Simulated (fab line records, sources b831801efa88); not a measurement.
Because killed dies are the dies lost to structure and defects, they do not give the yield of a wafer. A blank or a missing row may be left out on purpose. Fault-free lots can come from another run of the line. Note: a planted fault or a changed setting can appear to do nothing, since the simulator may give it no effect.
fab line records | flow sky130
[record] lots = 12 | wafers = 36 | lastDay = 50
route steps=708 shown VIA2@529 METAL3@563 VIA3@597 CAP2M@616 PAD_OPEN@708
lots untouched by any fault: they come from a run of this same line in which no faults occurred
startH: the number of hours between the record's first day and the start of the first shown wafer of the lot | waitH: hours elapsed since this lot's preceding step | " same as the row above | L1.1+2: a row that stands for several wafers | - value missing, or start not given | * or withheld: withheld | < > ~ a bound
route shown NAME@n: NAME is a module with steps in the file, n the number in the route of the first one | usual: mean/standard deviation of fault-free wafers | same: alike in all rows | chamber/n: place in a boat | sites: per-site readings | _std_site: how widely they spread, as a standard deviation | _edge_site: outer sites' mean less inner sites' | radiusMm: how far each site lies from the wafer's centre | mask NAME#n: copy n | behind: the most recent tool/chamber to have shaped the wafer | hold: why the lot went on hold/how many hours it stayed there/how the hold came to an end | device: transistor that didn't switch, given as n, p or np | end of line: at the end of the route, the tests of the same wafers | for a step that has no rows: nothing shown but its recipe | killed: dies lost to structure and defects at the first sort, not the wafer's yield | map: dies across one wafer; x = killed, . = not, _ = none there
set.NAME: setting as actually run; set.NAME@STEP: the setting as run at that earlier step | model.NAME: the simulator's own value behind a step, which no gauge read
route steps across a sampled set of lots; one table per step, one row per wafer
services: a tool's chamber out of use, with start hour (startH, from the record's first day; less than 0 if before it), hours out, and reason
[[steps]]
[step SKY_VIA2_RS_MEAS_22]
[recipe] thkMeasGauge = four-point-probe | reads = W_of_VIA2_CVD_21+TiN_of_VIA2_SPUTTER_20
[usual] VIA2_W_RS = 0.274/0.0037
lot.wafer | tool         | chamber | startH  | waitH | VIA2_W_RS[ohm/sq]
L697.1    | filmMetro-01 | -       | 843.98  | 0.1   | 0.273
L697.4    | "            | -       | "       | "     | 0.269
L697.6    | "            | -       | "       | "     | 0.272
L699.3    | filmMetro-02 | -       | 865.64  | 0.1   | 0.272
L699.5    | "            | -       | "       | "     | 0.271
L699.6    | "            | -       | "       | "     | 0.272
L700.3    | filmMetro-01 | -       | 884.70  | 0.1   | 0.273
L700.4    | "            | -       | "       | "     | 0.268
L700.5    | "            | -       | "       | "     | 0.267
L701.3    | filmMetro-02 | -       | 885.01  | 0.1   | 0.280
L701.5    | "            | -       | "       | "     | 0.278
L701.6    | "            | -       | "       | "     | 0.282
L704.1    | filmMetro-01 | -       | 901.21  | 0.1   | 0.279
L704.2    | "            | -       | "       | "     | 0.282
L704.5    | "            | -       | "       | "     | 0.279
L706.3    | filmMetro-01 | -       | 916.47  | 0.2   | 0.278
L706.4    | "            | -       | "       | "     | 0.280
L706.5    | "            | -       | "       | "     | 0.282
L711.2    | filmMetro-01 | -       | 955.12  | 0.1   | 0.269
L711.3    | "            | -       | "       | "     | 0.267
L711.6    | "            | -       | "       | "     | 0.270
L715.3    | filmMetro-02 | -       | 986.43  | 0.1   | 0.273
L715.5    | "            | -       | "       | "     | 0.271
L715.6    | "            | -       | "       | "     | 0.273
L716.2    | filmMetro-01 | -       | 991.76  | 0.1   | 0.274
L716.5    | "            | -       | "       | "     | 0.276
L716.6    | "            | -       | "       | "     | 0.270
L717.2    | filmMetro-03 | -       | 997.29  | 0.1   | 0.271
L717.3    | "            | -       | "       | "     | 0.270
L717.4    | "            | -       | "       | "     | 0.274
L719.1    | filmMetro-03 | -       | 1003.26 | 0.1   | 0.277
L719.3    | "            | -       | "       | "     | 0.280
L719.5    | "            | -       | "       | "     | 0.278
L720.1    | filmMetro-01 | -       | 1014.84 | 0.1   | 0.267
L720.2    | "            | -       | "       | "     | 0.271
L720.5    | "            | -       | "       | "     | 0.270
[step SKY_METAL3_CD_MEAS_13]
[recipe] targetCdNm = 300
[usual] cdNm = 299.7/1.8
lot.wafer | tool     | chamber | startH  | waitH | cdNm
L697.1    | cdSem-02 | -       | 896.08  | -     | 299.6
L697.4    | "        | -       | "       | "     | 299.8
L697.6    | "        | -       | "       | "     | 298.8
L699.3    | cdSem-01 | -       | 918.14  | -     | 296.1
L699.5    | "        | -       | "       | "     | 297.6
L699.6    | "        | -       | "       | "     | 296.8
L701.3    | cdSem-01 | -       | 935.79  | -     | 297.9
L701.5    | "        | -       | "       | "     | 295.9
L701.6    | "        | -       | "       | "     | 296.5
L700.3    | cdSem-02 | -       | 936.04  | -     | 299.6
L700.4    | "        | -       | "       | "     | 299.4
L700.5    | "        | -       | "       | "     | 298.4
L704.1    | cdSem-02 | -       | 951.85  | -     | 296.3
L704.2    | "        | -       | "       | "     | 298.3
L704.5    | "        | -       | "       | "     | 297.6
L706.3    | cdSem-01 | -       | 966.67  | -     | 297.0
L706.4    | "        | -       | "       | "     | 298.4
L706.5    | "        | -       | "       | "     | 297.3
L711.2    | cdSem-02 | -       | 1004.00 | -     | 299.5
L711.3    | "        | -       | "       | "     | 297.6
L711.6    | "        | -       | "       | "     | 298.5
L715.3    | cdSem-02 | -       | 1034.37 | -     | 299.4
L715.5    | "        | -       | "       | "     | 299.4
L715.6    | "        | -       | "       | "     | 299.6
L716.2    | cdSem-02 | -       | 1039.25 | -     | 301.8
L716.5    | "        | -       | "       | "     | 300.8
L716.6    | "        | -       | "       | "     | 299.0
L717.2    | cdSem-01 | -       | 1044.67 | -     | 300.1
L717.3    | "        | -       | "       | "     | 301.1
L717.4    | "        | -       | "       | "     | 299.0
L719.1    | cdSem-02 | -       | 1049.33 | -     | 302.4
L719.3    | "        | -       | "       | "     | 300.9
L719.5    | "        | -       | "       | "     | 301.9
L720.1    | cdSem-01 | -       | 1061.30 | -     | 303.6
L720.2    | "        | -       | "       | "     | 302.9
L720.5    | "        | -       | "       | "     | 302.6
[step SKY_VIA3_CMP_24]
[recipe] stopOn = SiO2 | tOverpolishS = 20 | downForcePsi = 3.5 | platenRpm = 60 | targetThkNm = 0 | padVelocityMS = 0.94248
[usual] motorCurrentA = 11.7/1.1 | overpolishRunS = 20.001/0.0098 | platenRpm = 60.00/0.04 | timeToEndpointS = 92/3
[same] tOverpolishS = 20
lot.wafer | tool   | chamber | startH  | waitH | motorCurrentA | overpolishRunS | platenRpm | timeToEndpointS
L697.4    | cmp-01 | 2       | 924.00  | 0.1   | 12.5          | 20.013         | 60.00     | 88
L697.1    | "      | 3       | "       | "     | 10.2          | 19.981         | 60.06     | 95
L697.6    | "      | 0       | "       | "     | 12.3          | 20.003         | 60.00     | 86
L699.3    | cmp-01 | 3       | 945.32  | 0.1   | 10.8          | 19.985         | 60.07     | 96
L699.6    | "      | 2       | "       | "     | 12.1          | 19.999         | 60.01     | 91
L699.5    | "      | 3       | "       | "     | 10.7          | 20.005         | 60.05     | 96
L701.3    | cmp-02 | 1       | 963.15  | 0.1   | 11.9          | 20.005         | 59.99     | 89
L701.5    | "      | 0       | "       | "     | 11.5          | 19.986         | 59.99     | 88
L701.6    | "      | 1       | "       | "     | 11.7          | 19.991         | 60.03     | 88
L700.4    | cmp-02 | 0       | 963.52  | 0.1   | 10.9          | 20.023         | 60.05     | 90
L700.3    | "      | 1       | "       | "     | 11.7          | 20.004         | 60.07     | 92
L700.5    | "      | 2       | "       | "     | 12.6          | 19.999         | 59.93     | 92
L704.2    | cmp-02 | 0       | 978.97  | 0.0   | 11.4          | 0.039          | 60.03     | 149
L704.1    | "      | 1       | "       | "     | 11.9          | 19.986         | 60.01     | 87
L704.5    | "      | 0       | "       | "     | 11.2          | 0.032          | 60.10     | 147
L706.4    | cmp-02 | 1       | 993.12  | 0.0   | 12.1          | 20.011         | 60.01     | 86
L706.3    | "      | 3       | "       | "     | 12.9          | 20.007         | 60.04     | 95
L706.5    | "      | 2       | "       | "     | 12.5          | 0.031          | 59.97     | 148
L711.2    | cmp-01 | 0       | 1029.46 | 0.1   | 12.3          | 20.002         | 60.00     | 94
L711.3    | "      | 2       | "       | "     | 12.1          | 19.995         | 59.97     | 89
L711.6    | "      | 3       | "       | "     | 11.0          | 19.989         | 59.99     | 94
L715.3    | cmp-02 | 0       | 1059.55 | 0.0   | 10.8          | 20.002         | 59.95     | 90
L715.5    | "      | 0       | "       | "     | 11.4          | 20.007         | 60.03     | 93
L715.6    | "      | 1       | "       | "     | 11.9          | 20.000         | 60.02     | 84
L716.2    | cmp-02 | 3       | 1064.38 | 0.4   | 13.1          | 20.014         | 60.07     | 93
L716.6    | "      | 3       | "       | "     | 12.8          | 19.996         | 59.98     | 93
L716.5    | "      | 0       | "       | "     | 11.6          | 19.984         | 59.99     | 92
L717.3    | cmp-01 | 0       | 1070.36 | 0.0   | 13.1          | 20.005         | 60.00     | 92
L717.2    | "      | 1       | "       | "     | 8.6           | 19.983         | 60.02     | 94
L717.4    | "      | 3       | "       | "     | 10.6          | 20.003         | 59.95     | 100
L719.1    | cmp-02 | 3       | 1073.90 | 0.1   | 12.3          | 20.000         | 60.02     | 91
L719.3    | "      | 1       | "       | "     | 11.5          | 20.003         | 59.95     | 89
L719.5    | "      | 2       | "       | "     | 12.2          | 19.996         | 60.02     | 93
L720.1    | cmp-02 | 1       | 1084.92 | 0.1   | 12.0          | 20.005         | 60.02     | 89
L720.2    | "      | 0       | "       | "     | 11.0          | 20.005         | 59.96     | 91
L720.5    | "      | 2       | "       | "     | 11.7          | 19.997         | 60.05     | 89
[step SKY_CAP2M_METAL_ETCH_13]
[recipe] targetDepthNm = 220 | stopOn = SiO2 | chemistry = Cl2/BCl3 | target = TiN | pressureMtorr = 10 | icpW = 900 | biasW = 48.5 | Cl2_flow_sccm = 60 | bcl3FlowSccm = 30 | timeS = 62.9
[usual] drypumpMotorCurrentA = 5.7/0.52 | oesProductAu = 0.940/0.0074 | throttleValvePct = 21.902/0.01
lot.wafer | tool        | chamber | startH  | waitH | drypumpMotorCurrentA | oesProductAu | rfHoursCounterH | throttleValvePct
L697.1    | rieMetal-03 | 0       | 948.28  | 0.0   | 5.6                  | 0.920        | 11              | 21.918
L697.4    | "           | 0       | "       | "     | 5.6                  | 0.927        | -               | 21.899
L697.6    | "           | 1       | "       | "     | 6.5                  | 0.925        | -               | 21.921
L699.3    | rieMetal-03 | 0       | 969.32  | 0.0   | 5.5                  | 0.947        | -               | 21.883
L699.5    | "           | 0       | "       | "     | 5.6                  | 0.944        | -               | 21.901
L699.6    | "           | 1       | "       | "     | 6.5                  | 0.940        | -               | 21.910
L701.3    | rieMetal-01 | 1       | 987.71  | 0.0   | 5.0                  | 0.942        | -               | 21.914
L701.5    | "           | 1       | "       | "     | 5.0                  | 0.932        | -               | 21.909
L701.6    | "           | 0       | "       | "     | 5.3                  | 0.932        | -               | 21.905
L700.3    | rieMetal-01 | 0       | 988.19  | 0.0   | 5.3                  | 0.947        | -               | 21.880
L700.4    | "           | 1       | "       | "     | 5.0                  | 0.940        | -               | 21.878
L700.5    | "           | 0       | "       | "     | 5.3                  | 0.943        | -               | 21.907
L704.1    | rieMetal-01 | 0       | 1002.72 | 0.0   | 5.3                  | 0.946        | 6               | 21.907
L706.3    | rieMetal-01 | 0       | 1017.34 | 0.0   | 5.2                  | 0.938        | -               | 21.909
L706.4    | "           | 1       | "       | "     | 5.0                  | 0.934        | -               | 21.907
L711.2    | rieMetal-02 | 1       | 1052.10 | 0.0   | 6.0                  | 0.938        | 16              | 21.908
L711.3    | "           | 1       | "       | "     | 6.0                  | 0.927        | -               | 21.900
L711.6    | "           | 0       | "       | "     | 5.9                  | 0.933        | -               | 21.914
L715.3    | rieMetal-03 | 1       | 1081.32 | 0.0   | 6.4                  | 0.942        | -               | 21.878
L715.5    | "           | 1       | "       | "     | 6.5                  | 0.940        | -               | 21.885
L715.6    | "           | 0       | "       | "     | 5.6                  | 0.948        | -               | 21.913
L716.2    | rieMetal-03 | 0       | 1085.35 | 0.0   | 5.5                  | 0.940        | 18              | 21.898
L716.5    | "           | 1       | "       | "     | 6.5                  | 0.929        | -               | 21.895
L716.6    | "           | 0       | "       | "     | 5.5                  | 0.948        | -               | 21.914
L717.2    | rieMetal-01 | 0       | 1091.70 | 0.0   | 5.3                  | 0.950        | 12              | 21.904
L717.3    | "           | 1       | "       | "     | 5.0                  | 0.952        | -               | 21.896
L717.4    | "           | 0       | "       | "     | 5.2                  | 0.942        | -               | 21.898
L719.1    | rieMetal-03 | 1       | 1095.15 | 0.0   | 6.5                  | 0.940        | 14              | 21.896
L719.3    | "           | 1       | "       | "     | 6.5                  | 0.941        | -               | 21.886
L719.5    | "           | 0       | "       | "     | 5.6                  | 0.945        | -               | 21.903
L720.1    | rieMetal-03 | 1       | 1105.45 | 0.0   | 6.5                  | 0.943        | 15              | 21.904
L720.2    | "           | 0       | "       | "     | 5.5                  | 0.933        | 19              | 21.915
L720.5    | "           | 0       | "       | "     | 5.6                  | 0.938        | -               | 21.908
[step SKY_PAD_OPEN_PROBE_99]
[usual] defectLimitedYield = 82.8/2.1 | killed_at_M0_to_M3 = 43/7.7 | killed_at_M4_up = 3.1/1.7 | killedAtContacts = 23/4.8 | killedAtFrontEnd = 15/4.5 | killedAtOther = 0.3/0.58 | killedDies = 85/10 | killedOnRim = 17/3.8 | killedOpen = 46/7.5 | killedShort = 38/6.5 | sort_bin_3_pad_short = 0.8/0.38 | sort_bin_5_function = 10.3/1.7 | sort_bin_6_memory = 6.1/1.1 | sortNPass = 407/10 | sortYieldPct = 82.8/2.1
[same] grossDies = 492 | killedAtBackSide = 0 | sort_bin_4_leakage[%] = 0 | sort_bin_8_speed[%] = 0
lot.wafer | tool      | chamber | startH  | waitH | defectLimitedYield[%] | killed_at_M0_to_M3 | killed_at_M4_up | killedAtContacts | killedAtFrontEnd | killedAtOther | killedDies | killedOnRim | killedOpen | killedShort | sort_bin_3_pad_short[%] | sort_bin_5_function[%] | sort_bin_6_memory[%] | sortNPass | sortYieldPct[%]
L704.1    | prober-02 | -       | 1116.69 | 0.1   | 82.1                  | 42                 | 3               | 23               | 19               | 1             | 88         | 22          | 47         | 40          | 1.2                     | 9.6                    | 7.1                  | 404       | 82.1
L704.2    | prober-02 | -       | 1116.74 | 0.1   | 0                     | 452                | 2               | 26               | 12               | 0             | 492        | 96          | 39         | 49          | 82.9                    | 11.8                   | 5.3                  | 0         | 0
L704.5    | prober-02 | -       | 1116.89 | 0.2   | 0                     | 453                | 4               | 24               | 11               | 0             | 492        | 96          | 46         | 31          | 85.0                    | 10.8                   | 4.3                  | 0         | 0
L706.3    | prober-02 | -       | 1129.60 | 0.2   | 81.9                  | 39                 | 4               | 25               | 21               | 0             | 89         | 13          | 47         | 42          | 1.4                     | 11.6                   | 5.1                  | 403       | 81.9
L706.4    | prober-02 | -       | 1129.65 | 0.2   | 82.9                  | 44                 | 4               | 25               | 11               | 0             | 84         | 19          | 47         | 37          | 0.8                     | 10.2                   | 6.1                  | 408       | 82.9
L706.5    | prober-02 | -       | 1129.70 | 0.2   | 0                     | 450                | 1               | 26               | 14               | 1             | 492        | 96          | 62         | 34          | 80.9                    | 13.2                   | 5.9                  | 0         | 0
L711.2    | prober-02 | -       | 1159.34 | 0.1   | 82.9                  | 42                 | 2               | 17               | 23               | 0             | 84         | 16          | 48         | 36          | 0.4                     | 10.6                   | 6.1                  | 408       | 82.9
L711.3    | prober-02 | -       | 1159.39 | 0.2   | 84.3                  | 36                 | 2               | 21               | 18               | 0             | 77         | 12          | 38         | 39          | 0.8                     | 11.4                   | 3.5                  | 415       | 84.3
L711.6    | prober-02 | -       | 1159.54 | 0.2   | 82.7                  | 35                 | 1               | 26               | 23               | 0             | 85         | 18          | 44         | 41          | 0.6                     | 11.2                   | 5.5                  | 407       | 82.7
L716.2    | prober-01 | -       | 1185.36 | 0.1   | 84.3                  | 46                 | 2               | 18               | 11               | 0             | 77         | 13          | 43         | 34          | 0.8                     | 8.5                    | 6.3                  | 415       | 84.3
L716.5    | prober-01 | -       | 1185.51 | 0.2   | 79.5                  | 60                 | 2               | 28               | 11               | 0             | 101        | 23          | 52         | 48          | 0.8                     | 12.2                   | 7.5                  | 391       | 79.5
L716.6    | prober-01 | -       | 1185.56 | 0.2   | 83.3                  | 48                 | 2               | 24               | 8                | 0             | 82         | 9           | 48         | 34          | 1.0                     | 8.9                    | 6.7                  | 410       | 83.3
L717.2    | prober-02 | -       | 1191.13 | 0.1   | 75.8                  | 58                 | 3               | 42               | 16               | 0             | 119        | 23          | 73         | 45          | 0.8                     | 14.4                   | 8.9                  | 373       | 75.8
L717.3    | prober-02 | -       | 1191.18 | 0.2   | 82.5                  | 45                 | 3               | 21               | 17               | 0             | 86         | 16          | 50         | 36          | 0.8                     | 9.8                    | 6.9                  | 406       | 82.5
L717.4    | prober-02 | -       | 1191.23 | 0.2   | 78.9                  | 53                 | 2               | 23               | 26               | 0             | 104        | 19          | 52         | 51          | 1.4                     | 13.0                   | 6.7                  | 388       | 78.9
L719.1    | prober-02 | -       | 1193.62 | 0.1   | 81.1                  | 49                 | 4               | 25               | 15               | 0             | 93         | 20          | 46         | 47          | 0.6                     | 13.6                   | 4.7                  | 399       | 81.1
L719.3    | prober-02 | -       | 1193.72 | 0.2   | 81.5                  | 36                 | 3               | 27               | 25               | 0             | 91         | 20          | 54         | 37          | 0.2                     | 10.0                   | 8.3                  | 401       | 81.5
L719.5    | prober-02 | -       | 1193.82 | 0.2   | 86.0                  | 35                 | 1               | 20               | 13               | 0             | 69         | 15          | 44         | 25          | 0.6                     | 7.7                    | 5.7                  | 423       | 86.0
// killed by level:class
L704.1 CONTACT:geometricParticle:open=11 VIA1:geometricParticle:open=8 VIA2:geometricParticle:open=7 METAL2:geometricParticle:short=7 CONTACT:geometricParticle:short=6 POLY_GATE:geometricParticle:open=5 VIA1:geometricParticle:short=5 METAL2:geometricParticle:open=4
L704.2 VIA3:areaCmp=401 METAL2:geometricParticle:short=12 VIA1:geometricParticle:open=9 CONTACT:geometricParticle:open=9 FIELD_ISO:geometricParticle:short=6 LI_CONTACT:geometricParticle:open=6 METAL3:geometricParticle:short=6 METAL1:geometricParticle:short=5
L704.5 VIA3:areaCmp=415 CONTACT:geometricParticle:open=12 VIA1:geometricParticle:open=8 METAL1:geometricParticle:short=6 FIELD_ISO:geometricParticle:open=5 VIA3:geometricParticle:open=5 LI_CONTACT:geometricParticle:open=4 LOCAL_INTERCONNECT:geometricParticle:short=4
L706.3 VIA1:geometricParticle:open=11 CONTACT:geometricParticle:open=10 METAL2:geometricParticle:short=8 FIELD_ISO:geometricParticle:short=7 LI_CONTACT:geometricParticle:open=6 POLY_GATE:geometricParticle:short=4 POLY_GATE:geometricParticle:open=4 METAL1:geometricParticle:short=4
L706.4 CONTACT:geometricParticle:open=12 METAL2:geometricParticle:short=8 VIA1:geometricParticle:open=7 LI_CONTACT:geometricParticle:open=6 METAL1:geometricParticle:short=6 VIA1:geometricParticle:short=6 VIA3:geometricParticle:open=5 POLY_GATE:geometricParticle:open=4
L706.5 VIA3:areaCmp=396 VIA1:geometricParticle:open=12 CONTACT:geometricParticle:open=11 VIA2:geometricParticle:open=10 LI_CONTACT:geometricParticle:open=9 VIA2:geometricParticle:short=6 POLY_GATE:geometricParticle:open=4 VIA3:geometricParticle:open=4
L711.2 VIA1:geometricParticle:open=12 VIA2:geometricParticle:open=8 FIELD_ISO:geometricParticle:short=7 CONTACT:geometricParticle:open=7 VIA1:geometricParticle:short=6 VIA3:geometricParticle:short=6 FIELD_ISO:geometricParticle:open=5 VIA2:geometricParticle:short=5
L711.3 CONTACT:geometricParticle:open=9 VIA1:geometricParticle:open=7 LOCAL_INTERCONNECT:geometricParticle:short=5 VIA1:geometricParticle:short=5 METAL2:geometricParticle:short=5 SPACER:geometricParticle:short=4 LI_CONTACT:geometricParticle:open=4 METAL1:geometricParticle:short=4
L711.6 CONTACT:geometricParticle:open=11 VIA1:geometricParticle:open=8 LOCAL_INTERCONNECT:geometricParticle:short=7 FIELD_ISO:geometricParticle:short=6 FIELD_ISO:geometricParticle:open=6 VIA3:geometricParticle:open=6 METAL1:geometricParticle:short=5 VIA2:geometricParticle:open=5
L716.2 METAL1:geometricParticle:short=9 VIA3:geometricParticle:open=7 LI_CONTACT:geometricParticle:open=7 VIA1:geometricParticle:open=7 POLY_GATE:geometricParticle:open=6 CONTACT:geometricParticle:open=5 METAL2:geometricParticle:short=5 VIA2:geometricParticle:open=5
L716.5 VIA1:geometricParticle:open=15 CONTACT:geometricParticle:open=12 VIA3:geometricParticle:open=9 VIA3:geometricParticle:short=9 METAL1:geometricParticle:short=7 VIA2:geometricParticle:open=6 VIA1:geometricParticle:short=6 LI_CONTACT:geometricParticle:open=5
L716.6 VIA3:geometricParticle:open=14 VIA1:geometricParticle:open=9 CONTACT:geometricParticle:open=8 VIA2:geometricParticle:open=8 VIA3:geometricParticle:short=5 LI_CONTACT:geometricParticle:open=5 LI_CONTACT:geometricParticle:short=4 CONTACT:geometricParticle:short=4
L717.2 VIA1:geometricParticle:open=24 CONTACT:geometricParticle:open=18 LI_CONTACT:geometricParticle:open=9 LOCAL_INTERCONNECT:geometricParticle:short=7 VIA1:geometricParticle:short=6 FIELD_ISO:geometricParticle:open=5 CONTACT:geometricParticle:short=5 METAL1:geometricParticle:short=5
L717.3 CONTACT:geometricParticle:open=9 VIA1:geometricParticle:open=9 VIA2:geometricParticle:open=7 VIA1:geometricParticle:short=6 METAL1:geometricParticle:short=6 FIELD_ISO:geometricParticle:short=5 METAL1:geometricParticle:open=5 LOCAL_INTERCONNECT:geometricParticle:short=5
L717.4 VIA2:geometricParticle:open=13 CONTACT:geometricParticle:open=10 VIA1:geometricParticle:open=10 METAL2:geometricParticle:short=9 POLY_GATE:geometricParticle:short=8 VIA1:geometricParticle:short=6 LI_CONTACT:geometricParticle:short=5 FIELD_ISO:geometricParticle:open=4
L719.1 CONTACT:geometricParticle:open=13 METAL1:geometricParticle:short=8 VIA1:geometricParticle:open=7 FIELD_ISO:geometricParticle:short=6 METAL2:geometricParticle:short=6 LI_CONTACT:geometricParticle:open=5 METAL2:geometricParticle:open=5 VIA2:geometricParticle:open=5
L719.3 CONTACT:geometricParticle:open=11 VIA1:geometricParticle:open=10 FIELD_ISO:geometricParticle:open=6 VIA2:geometricParticle:open=6 VIA3:geometricParticle:open=6 FIELD_ISO:geometricParticle:short=5 POLY_GATE:geometricParticle:short=5 LI_CONTACT:geometricParticle:open=4
L719.5 VIA2:geometricParticle:open=11 LI_CONTACT:geometricParticle:open=7 CONTACT:geometricParticle:open=7 METAL2:geometricParticle:short=7 POLY_GATE:geometricParticle:open=4 VIA3:geometricParticle:open=4 LI_CONTACT:geometricParticle:short=3 VIA1:geometricParticle:open=3
[[services]]
tool        | chamber | startH  | hours | kind
cmp-02      | -       | 912.00  | 4.0   | pm
cmp-02      | -       | 916.00  | -     | consumableReplace:conditioner
cmp-02      | -       | 916.00  | -     | consumableReplace:pad
rieMetal-03 | 1       | 980.45  | 8.3   | repair
rieMetal-03 | -       | 983.64  | 14.6  | pm
cmp-01      | -       | 984.11  | 5.5   | repair
rieMetal-01 | -       | 990.47  | 0.1   | repair
cmp-02      | -       | 994.94  | 0.5   | repair
cmp-01      | -       | 1012.44 | 4.8   | pm
cmp-02      | -       | 1025.75 | 2.5   | repair
cmp-02      | -       | 1063.35 | 1.0   | repair
rieMetal-03 | -       | 1072.20 | 2.7   | repair
cmp-01      | -       | 1084.26 | 4.0   | pm
cmp-01      | -       | 1088.26 | -     | consumableReplace:conditioner
cmp-01      | -       | 1088.26 | -     | consumableReplace:pad
rieMetal-02 | 1       | 1088.59 | 1.1   | repair
[[key]]
[firstSign] step = SKY_VIA3_CMP_24 | reading = overpolishRunS | direction = down | sigmas = 99+ | usual = 20.001 | struck = 0.034
[effect] step = SKY_VIA3_CMP_24 | reading = timeToEndpointS | direction = up | sigmas = 18 | usual = * | struck = *
[effect] step = SKY_PAD_OPEN_PROBE_99 | reading = sort_bin_3_pad_short | direction = up | sigmas = 99+ | usual = 0.8 | struck = 82.9
[moreKillsBornAt] SKY_VIA3_CMP_24@cmp-02 = 1212
metAt SKY_VIA3_CMP_24
struckLots L704,L706
struckWafers L704.2,L704.5,L706.5
laterRowsLeftOut L704.2,L704.5,L706.5
notActingAt SKY_VIA2_RS_MEAS_22,SKY_METAL3_CD_MEAS_13,SKY_CAP2M_METAL_ETCH_13
onsetBetween 963.52 978.97
[fault] kind = processParameterDrift | tool = cmp-02 | chamber = - | onsetH = 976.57 | steps = SKY_VIA3_CMP_24 | channel = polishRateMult | offset = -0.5 | shape = step | endH = 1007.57 | scope = struckWafersOnly
// laterRowsLeftOut: the simulator's readings of these wafers behind a module that went badly wrong aren't trusted and aren't shown, but for the sort
